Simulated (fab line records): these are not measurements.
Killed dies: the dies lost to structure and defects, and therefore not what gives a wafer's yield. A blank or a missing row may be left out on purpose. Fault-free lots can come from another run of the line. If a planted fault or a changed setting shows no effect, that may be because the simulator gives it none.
Which tool did it? / flow sky130 / 14 lots, 42 wafers sampled, at 6 steps of a route of 708

WHAT EACH GAUGE READ, for each wafer
SKY_FIELD_ISO_THK_MEAS_23. Usual: FIELD_ISO_OXIDATION_01_THK typically reads 9.90 nm, with standard deviation 0.16.
lot=L585; measured=day 2 17:49; on=film metro-04; FIELD_ISO_OXIDATION_01_THK (nm)=9.97 10.21 9.90; flag=
lot=L584; measured=day 2 17:50; on=film metro-02; FIELD_ISO_OXIDATION_01_THK (nm)=9.91 10.04 9.94; flag=
lot=L586; measured=day 3 00:55; on=film metro-02; FIELD_ISO_OXIDATION_01_THK (nm)=9.70 9.59 9.53; flag=
lot=L587; measured=day 3 10:53; on=film metro-02; FIELD_ISO_OXIDATION_01_THK (nm)=9.73 9.93 9.81; flag=
lot=L588; measured=day 3 10:53; on=film metro-04; FIELD_ISO_OXIDATION_01_THK (nm)=9.82 9.93 9.81; flag=
lot=L590; measured=day 3 21:13; on=film metro-02; FIELD_ISO_OXIDATION_01_THK (nm)=10.01 10.12 9.96; flag=
lot=L591; measured=day 4 00:49; on=film metro-01; FIELD_ISO_OXIDATION_01_THK (nm)=9.61 9.88 9.58; flag=
lot=L592; measured=day 4 04:52; on=film metro-02; FIELD_ISO_OXIDATION_01_THK (nm)=9.86 9.88 9.77; flag=
lot=L593; measured=day 4 11:38; on=film metro-02; FIELD_ISO_OXIDATION_01_THK (nm)=10.21 10.08 10.12; flag=
lot=L595; measured=day 4 21:05; on=film metro-02; FIELD_ISO_OXIDATION_01_THK (nm)=10.22 10.31 10.23; flag=
lot=L598; measured=day 5 15:37; on=film metro-02; FIELD_ISO_OXIDATION_01_THK (nm)=9.94 9.96 9.94; flag=
lot=L599; measured=day 5 18:08; on=film metro-01; FIELD_ISO_OXIDATION_01_THK (nm)=9.91 9.98 9.82; flag=
lot=L604; measured=day 6 20:51; on=film metro-02; FIELD_ISO_OXIDATION_01_THK (nm)=10.04 10.05 10.00; flag=
lot=L605; measured=day 7 06:53; on=film metro-01; FIELD_ISO_OXIDATION_01_THK (nm)=9.84 9.83 9.71; flag=

SKY_NWELL_OVL_MEAS_23. Usual: NWELL_01_OVL typically reads 0.9 nm, with standard deviation 1.4.
lot=L585; measured=day 5 19:59; on=overlay-01; NWELL_01_OVL (nm)=1.8 2.4 2.6; flag=
lot=L584; measured=day 5 18:44; on=overlay-02; NWELL_01_OVL (nm)=-1.3 -0.5 -1.2; flag=
lot=L586; measured=day 6 01:52; on=overlay-02; NWELL_01_OVL (nm)=1.8 1.0 0.7; flag=
lot=L587; measured=day 6 14:11; on=overlay-02; NWELL_01_OVL (nm)=2.4 1.2 2.1; flag=
lot=L588; measured=day 6 15:26; on=overlay-02; NWELL_01_OVL (nm)=3.1 2.7 3.5; flag=
lot=L590; measured=day 7 02:44; on=overlay-01; NWELL_01_OVL (nm)=2.2 0.1 0.6; flag=
lot=L591; measured=day 7 06:54; on=overlay-02; NWELL_01_OVL (nm)=2.9 2.1 2.4; flag=
lot=L592; measured=day 7 14:22; on=overlay-01; NWELL_01_OVL (nm)=2.5 1.0 1.2; flag=
lot=L593; measured=day 7 18:23; on=overlay-02; NWELL_01_OVL (nm)=0.0 -0.3 -0.8; flag=
lot=L595; measured=day 8 10:08; on=overlay-01; NWELL_01_OVL (nm)=0.9 1.0 1.4; flag=
lot=L598; measured=day 9 04:14; on=overlay-02; NWELL_01_OVL (nm)=- - -; flag=OFF
lot=L599; measured=day 9 07:53; on=overlay-02; NWELL_01_OVL (nm)=- - -; flag=OFF
lot=L604; measured=day 10 15:35; on=overlay-01; NWELL_01_OVL (nm)=1.4 0.8 -0.4; flag=
lot=L605; measured=day 11 11:10; on=overlay-01; NWELL_01_OVL (nm)=0.3 1.5 0.6; flag=

SKY_NWELL_TW_MEAS_26. Usual: NWELL_2_TW typically reads 498, with standard deviation 6.
lot=L585; measured=day 5 20:17; on=film metro-02; NWELL_2_TW=486 489 488; flag=
lot=L584; measured=day 5 19:01; on=film metro-04; NWELL_2_TW=504 499 502; flag=
lot=L586; measured=day 6 02:10; on=film metro-02; NWELL_2_TW=489 490 492; flag=
lot=L587; measured=day 6 14:28; on=film metro-04; NWELL_2_TW=504 504 505; flag=
lot=L588; measured=day 6 15:43; on=film metro-02; NWELL_2_TW=493 490 492; flag=
lot=L590; measured=day 7 03:03; on=film metro-03; NWELL_2_TW=499 497 498; flag=
lot=L591; measured=day 7 07:11; on=film metro-03; NWELL_2_TW=500 499 501; flag=
lot=L592; measured=day 7 14:40; on=film metro-04; NWELL_2_TW=505 505 503; flag=
lot=L593; measured=day 7 18:41; on=film metro-02; NWELL_2_TW=488 491 493; flag=
lot=L595; measured=day 8 10:34; on=film metro-03; NWELL_2_TW=503 499 504; flag=
lot=L598; measured=day 9 04:31; on=film metro-02; NWELL_2_TW=30 30 30; flag=OFF
lot=L599; measured=day 9 08:10; on=film metro-03; NWELL_2_TW=30 30 30; flag=OFF
lot=L604; measured=day 10 15:53; on=film metro-04; NWELL_2_TW=502 505 505; flag=
lot=L605; measured=day 11 11:27; on=film metro-02; NWELL_2_TW=494 491 493; flag=

SKY_VT_ADJUST_HVTP_CD_MEAS_07 targets a cd of 380 nm. Usual: 380.5 nm for cd nm, sd 2.6.
lot=L585; measured=day 6 14:28; on=cd sem-01; cd nm (nm)=375.4 377.5 375.6; flag=
lot=L584; measured=day 6 14:08; on=cd sem-02; cd nm (nm)=383.0 382.6 381.4; flag=
lot=L586; measured=day 6 21:31; on=cd sem-02; cd nm (nm)=377.7 376.5 375.3; flag=
lot=L587; measured=day 7 10:23; on=cd sem-01; cd nm (nm)=383.9 382.9 383.2; flag=
lot=L588; measured=day 7 11:51; on=cd sem-01; cd nm (nm)=379.6 380.3 381.6; flag=
lot=L590; measured=day 7 23:29; on=cd sem-01; cd nm (nm)=383.3 383.8 384.9; flag=
lot=L591; measured=day 8 02:41; on=cd sem-02; cd nm (nm)=381.9 381.8 381.8; flag=
lot=L592; measured=day 8 11:07; on=cd sem-01; cd nm (nm)=380.9 380.0 378.9; flag=
lot=L593; measured=day 8 15:19; on=cd sem-01; cd nm (nm)=382.7 381.2 381.3; flag=
lot=L595; measured=day 9 08:04; on=cd sem-01; cd nm (nm)=375.8 379.5 379.7; flag=
lot=L598; measured=day 10 02:04; on=cd sem-02; cd nm (nm)=380.6 381.5 381.7; flag=
lot=L599; measured=day 10 05:52; on=cd sem-01; cd nm (nm)=381.4 381.2 383.1; flag=
lot=L604; measured=day 11 16:21; on=cd sem-01; cd nm (nm)=380.5 380.0 382.0; flag=
lot=L605; measured=day 12 11:33; on=cd sem-01; cd nm (nm)=378.2 381.4 379.0; flag=

SKY_VT_ADJUST_HVTP_OVL_MEAS_08. Usual: VT_ADJUST_HVTP_OVL typically reads 0.1 nm, with standard deviation 1.5.
lot=L585; measured=day 6 14:35; on=overlay-02; VT_ADJUST_HVTP_OVL (nm)=-0.7 0.1 -3.0; flag=
lot=L584; measured=day 6 14:14; on=overlay-01; VT_ADJUST_HVTP_OVL (nm)=-0.1 0.0 0.6; flag=
lot=L586; measured=day 6 21:38; on=overlay-02; VT_ADJUST_HVTP_OVL (nm)=2.7 1.8 3.8; flag=
lot=L587; measured=day 7 10:30; on=overlay-01; VT_ADJUST_HVTP_OVL (nm)=-2.8 -3.3 -4.0; flag=
lot=L588; measured=day 7 11:57; on=overlay-01; VT_ADJUST_HVTP_OVL (nm)=0.3 0.4 0.8; flag=
lot=L590; measured=day 7 23:34; on=overlay-01; VT_ADJUST_HVTP_OVL (nm)=1.0 1.7 1.9; flag=
lot=L591; measured=day 8 02:47; on=overlay-02; VT_ADJUST_HVTP_OVL (nm)=0.3 0.7 -0.1; flag=
lot=L592; measured=day 8 11:14; on=overlay-02; VT_ADJUST_HVTP_OVL (nm)=1.0 -1.6 -0.8; flag=
lot=L593; measured=day 8 15:26; on=overlay-02; VT_ADJUST_HVTP_OVL (nm)=0.0 0.4 -0.9; flag=
lot=L595; measured=day 9 08:11; on=overlay-01; VT_ADJUST_HVTP_OVL (nm)=-0.1 -1.0 -1.0; flag=
lot=L598; measured=day 10 02:11; on=overlay-02; VT_ADJUST_HVTP_OVL (nm)=0.4 0.9 -1.0; flag=
lot=L599; measured=day 10 05:59; on=overlay-01; VT_ADJUST_HVTP_OVL (nm)=-0.6 -0.8 -0.9; flag=
lot=L604; measured=day 11 16:28; on=overlay-02; VT_ADJUST_HVTP_OVL (nm)=2.6 1.9 3.1; flag=
lot=L605; measured=day 12 11:38; on=overlay-01; VT_ADJUST_HVTP_OVL (nm)=-0.8 0.3 0.3; flag=

TOOL THAT RAN EACH LOT (tool first, then ch and the chambers of the sampled wafers, then the start)
lot=L585; SKY_NWELL_DEVELOP_22=litho track-01 ch 0, day 5 19:00
lot=L584; SKY_NWELL_DEVELOP_22=litho track-03 ch 0, day 5 18:00
lot=L586; SKY_NWELL_DEVELOP_22=litho track-03 ch 0, day 6 01:00
lot=L587; SKY_NWELL_DEVELOP_22=litho track-03 ch 0, day 6 14:00
lot=L588; SKY_NWELL_DEVELOP_22=litho track-03 ch 0, day 6 15:00
lot=L590; SKY_NWELL_DEVELOP_22=litho track-04 ch 0, day 7 02:00
lot=L591; SKY_NWELL_DEVELOP_22=litho track-01 ch 0, day 7 06:00
lot=L592; SKY_NWELL_DEVELOP_22=litho track-03 ch 0, day 7 14:00
lot=L593; SKY_NWELL_DEVELOP_22=litho track-01 ch 0, day 7 18:00
lot=L595; SKY_NWELL_DEVELOP_22=litho track-04 ch 0, day 8 09:00
lot=L598; SKY_NWELL_DEVELOP_22=litho track-04 ch 0, day 9 04:00
lot=L599; SKY_NWELL_DEVELOP_22=litho track-04 ch 0, day 9 07:00
lot=L604; SKY_NWELL_DEVELOP_22=litho track-01 ch 0, day 10 15:00
lot=L605; SKY_NWELL_DEVELOP_22=litho track-01 ch 0, day 11 11:00
- SKY_NWELL_DEVELOP_22: develop time 60 s.

WHAT THE TOOLS THEMSELVES READ (means of the sampled wafers that have a number; where no wafer has one, the mark that the record gives instead)
SKY_NWELL_DEVELOP_22. Usual: chill plate temp C 22.99 C, standard deviation 0.11; developer temp C 23.00 C, standard deviation 0.1.
lot=L585; tool=litho track-01; chill plate temp C (C)=23.04; developer temp C (C)=22.99; flag=
lot=L584; tool=litho track-03; chill plate temp C (C)=22.97; developer temp C (C)=22.89; flag=
lot=L586; tool=litho track-03; chill plate temp C (C)=22.85; developer temp C (C)=23.09; flag=
lot=L587; tool=litho track-03; chill plate temp C (C)=23.01; developer temp C (C)=23.01; flag=
lot=L588; tool=litho track-03; chill plate temp C (C)=23.06; developer temp C (C)=22.97; flag=
lot=L590; tool=litho track-04; chill plate temp C (C)=23.02; developer temp C (C)=22.94; flag=
lot=L591; tool=litho track-01; chill plate temp C (C)=23.05; developer temp C (C)=23.01; flag=
lot=L592; tool=litho track-03; chill plate temp C (C)=22.92; developer temp C (C)=22.95; flag=
lot=L593; tool=litho track-01; chill plate temp C (C)=22.95; developer temp C (C)=23.07; flag=
lot=L595; tool=litho track-04; chill plate temp C (C)=23.06; developer temp C (C)=22.98; flag=
lot=L598; tool=litho track-04; chill plate temp C (C)=23.08; developer temp C (C)=22.87; flag=
lot=L599; tool=litho track-04; chill plate temp C (C)=22.96; developer temp C (C)=22.98; flag=
lot=L604; tool=litho track-01; chill plate temp C (C)=22.98; developer temp C (C)=22.94; flag=
lot=L605; tool=litho track-01; chill plate temp C (C)=23.03; developer temp C (C)=22.99; flag=

THE ANSWER, worked out from the rows above alone
Rule: a lot counts as off when the mean over its wafers that have a number is more than 3 standard deviations away from the usual mean. A lot without any number at a reading at which 4 lots or more have one is off too. All remaining lots with rows at the step are treated as sound. The gauges are gone through in route order, then the tools' own readings, and for those a lot's mean is taken as printed above. The first step at which some lot is off is used, and at that step the reading that is off furthest; a lot without a number counts as furthest.
Off: L598, L599, at SKY_NWELL_OVL_MEAS_23 (NWELL_01_OVL). Without a number there: L598, L599.
If a tool, at a process step before that reading, ran all the lots that are off and no sound lot after the first of them, it fits. Not tried: the gauges at SKY_NWELL_OVL_MEAS_23; whatever is off there is also off at SKY_NWELL_TW_MEAS_26, on other tools, and gauge error can't account for it. One fits: litho track-04 at SKY_NWELL_DEVELOP_22. Its last sound lot is L595 (day 8 09:00), its first lot that is off L598 (day 9 04:00): a fault that began between those two fits.

WHAT THE SIMULATOR PUT IN
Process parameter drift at SKY_NWELL_DEVELOP_22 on litho track-04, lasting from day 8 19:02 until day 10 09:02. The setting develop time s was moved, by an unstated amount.
Struck lots among those shown: L598, L599. Same finding as the rule above.
